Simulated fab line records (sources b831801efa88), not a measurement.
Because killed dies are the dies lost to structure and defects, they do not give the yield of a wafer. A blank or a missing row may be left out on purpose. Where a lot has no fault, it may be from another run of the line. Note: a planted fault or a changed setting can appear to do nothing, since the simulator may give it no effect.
The tool behind it: which one? -- flow gf180mcu -- 6 lots with 18 wafers sampled at 3 steps, on a route of 602 steps

WHAT THE GAUGES SHOWED, per wafer
GF_TOP_METAL_RS_MEAS_05: a four-point-probe measurement.
lot,measured,on,TOP_METAL_ALCU_RS (ohm/sq)
L436,day 27 16:50,film metro-01,0.0327 0.0321 0.0324
L438,day 28 00:41,film metro-02,0.0323 0.0328 0.0324
L440,day 28 23:49,film metro-02,0.0323 0.0324 0.0318
L442,day 29 15:16,film metro-01,0.0332 0.0330 0.0328
L451,day 31 21:55,film metro-02,0.0516 0.0525 0.0534 0.0516 0.0525 0.0534
L453,day 32 11:09,film metro-01,0.0324 0.0325 0.0326

TOOL THAT RAN EACH LOT (tool first, then ch and the chambers of the sampled wafers, then the start)
lot,GF_V5_STRIP_18,GF_TOP_METAL_SPUTTER_02
L436,"plasma asher-04 ch 0,1, day 27 15:02","pvd sputter-01, day 27 16:43"
L438,"plasma asher-01 ch 0,1, day 27 23:14","pvd sputter-04, day 28 00:35"
L440,"plasma asher-04 ch 0,1, day 28 22:15","pvd sputter-03, day 28 23:41"
L442,"plasma asher-03 ch 0,1, day 29 13:24","pvd sputter-03, day 29 15:08"
L451,"plasma asher-03 ch 0,1, day 31 20:28","pvd sputter-04, day 31 21:49"
L453,"plasma asher-01 ch 0,1, day 32 09:42","pvd sputter-03, day 32 11:04"
- GF_V5_STRIP_18: strips in O2/N2.
- GF_TOP_METAL_SPUTTER_02: material AlCu, target thk 900 nm, time 47.82 s.

THE ANSWER, worked out from the rows above alone
Rule: the lots themselves supply what counts as usual. Put in order of their means at a reading, lots are off if they are a third of the lots or fewer, leave a main group of 4 or more, and stand apart from it by a gap of 3 or more times the standard deviation of the main group's means; of several such gaps the widest counts. A main group is skipped when, at the precision printed for the reading in the tables above, its means are all equal. A lot without any number at a reading at which 4 lots or more have one is off too. The other lots that the step has rows for count as sound.
Off: L451, at GF_TOP_METAL_RS_MEAS_05 (TOP_METAL_ALCU_RS). The main group: mean 0.0325 ohm/sq, standard deviation 0.00027.
A tool fits if, at a process step before that reading, it ran every lot that is off, and no sound lot after the first of them. The gauges at GF_TOP_METAL_RS_MEAS_05 are tried like those tools. Can't be told from this: 3 tools fit, plasma asher-03 at GF_V5_STRIP_18, pvd sputter-04 at GF_TOP_METAL_SPUTTER_02, film metro-02 at GF_TOP_METAL_RS_MEAS_05.

WHAT THE SIMULATOR PUT IN
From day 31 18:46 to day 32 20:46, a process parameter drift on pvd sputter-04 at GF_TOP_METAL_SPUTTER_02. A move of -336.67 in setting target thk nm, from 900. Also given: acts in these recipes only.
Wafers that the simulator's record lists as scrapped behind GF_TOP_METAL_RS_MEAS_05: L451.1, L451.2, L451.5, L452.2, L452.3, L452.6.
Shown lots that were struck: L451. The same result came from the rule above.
